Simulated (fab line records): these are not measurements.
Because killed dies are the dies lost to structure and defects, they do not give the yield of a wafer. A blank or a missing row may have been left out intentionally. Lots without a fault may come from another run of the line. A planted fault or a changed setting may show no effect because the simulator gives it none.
A lot that was struck, set against a sound lot | flow sky130 | 15 steps out of a route of 708
Sound: these wafers, L338.2, L338.4, L338.6. Struck: wafers L346.1, L346.4, L346.6. At the end, the cause is stated.
For every step that has rows: the tool of each side, followed by ch and its chambers, followed by its first start. Under that, the readings that differ: sound wafers | struck wafers | difference of the means | sigmas: that difference in standard deviations of wafers without a fault.
alike: readings with means less than 2 such deviations apart, plus words and numbers identical on both sides. not compared: withheld readings, readings lacking a value on some wafer, bounds such as >300 that could conceal the same value, and numbers that have no deviation in the record and whose values overlap.
Wherever a step has rows on one side only, a row that says differs or no value, or a row with sigmas, the two part there. Non-overlapping numbers with no deviation appear without sigmas and do not part them. Lack of a reading on every wafer of one side parts them only where that side has two or more wafers.

SKY_PASSIVATION_CVD_02: deposits Si3N4, target thk 540 nm.
  sound on pecvd-04 ch 0,2, day 43 14:45; struck on pecvd-03 ch 0,1, day 46 11:00
  alike: heater-power-w, rf-fwd-power-W
SKY_PASSIVATION_THK_MEAS_03:
  struck on film-metro-03, day 46 11:20; sound on film-metro-01, day 43 15:06
  alike: PASSIVATION_CVD_02_THK
then, 7 steps without rows for these wafers: SKY_PASSIVATION_DEHYDRATE_04 (time 60 s); SKY_PASSIVATION_HMDS_05 (prime time 60 s); SKY_PASSIVATION_COAT_06 (resist thk 3000 nm); SKY_PASSIVATION_SOFTBAKE_07; SKY_PASSIVATION_EXPOSE_08 (exposes mask NSM, target cd 3000 nm); SKY_PASSIVATION_PEB_09; SKY_PASSIVATION_DEVELOP_10 (develop time 60 s).
SKY_PASSIVATION_ETCH_11: etches the open film in CF4/O2, stops on AlCu, target depth 725 nm, time 161.1 s.
  sound on rie-diel-01 ch 2,3, day 44 13:02; struck on rie-diel-03 ch 0,3, day 47 07:24
  alike: drypump-motor-current-A, oes-product-au, rf-fwd-power-W, throttle-valve-pct
  not compared: rf-hours-counter-h
SKY_PASSIVATION_STRIP_12: strips in O2/N2.
  sound on plasma-asher-03 ch 0,1, day 44 13:08; struck on plasma-asher-01 ch 1, day 47 07:31
  alike: drypump-motor-current-A, n2-flow-sccm, oes-product-au, strip-time-to-endpoint-s
  not compared: rf-hours-counter-h
then, 1 step without rows for these wafers: SKY_PAD_OPEN_DEHYDRATE_00 (time 60 s).
SKY_PAD_OPEN_HMDS_01: prime time 60 s.
  sound on litho-track-01 ch 0, day 44 23:33; struck on litho-track-02 ch 0, day 47 16:25
  reading          | sound                | struck               | difference | sigmas
  prime-temp-c (C) | 120.24 120.27 120.07 | 122.25 122.27 122.32 | +2.09      | +14
then, 1 step without rows for these wafers: SKY_PAD_OPEN_COAT_02 (resist thk 3000 nm).
SKY_PAD_OPEN_PROBE_99:
  the record has rows for the struck wafers here (prober-01, day 48 05:12) and none for the sound ones

## WHERE THEY PART
Earliest at SKY_PAD_OPEN_HMDS_01; latest, in this record, at SKY_PAD_OPEN_PROBE_99.

WHY: what had been put in by the simulator
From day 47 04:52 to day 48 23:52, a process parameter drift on litho-track-02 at SKY_PAD_OPEN_HMDS_01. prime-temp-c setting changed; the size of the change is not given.
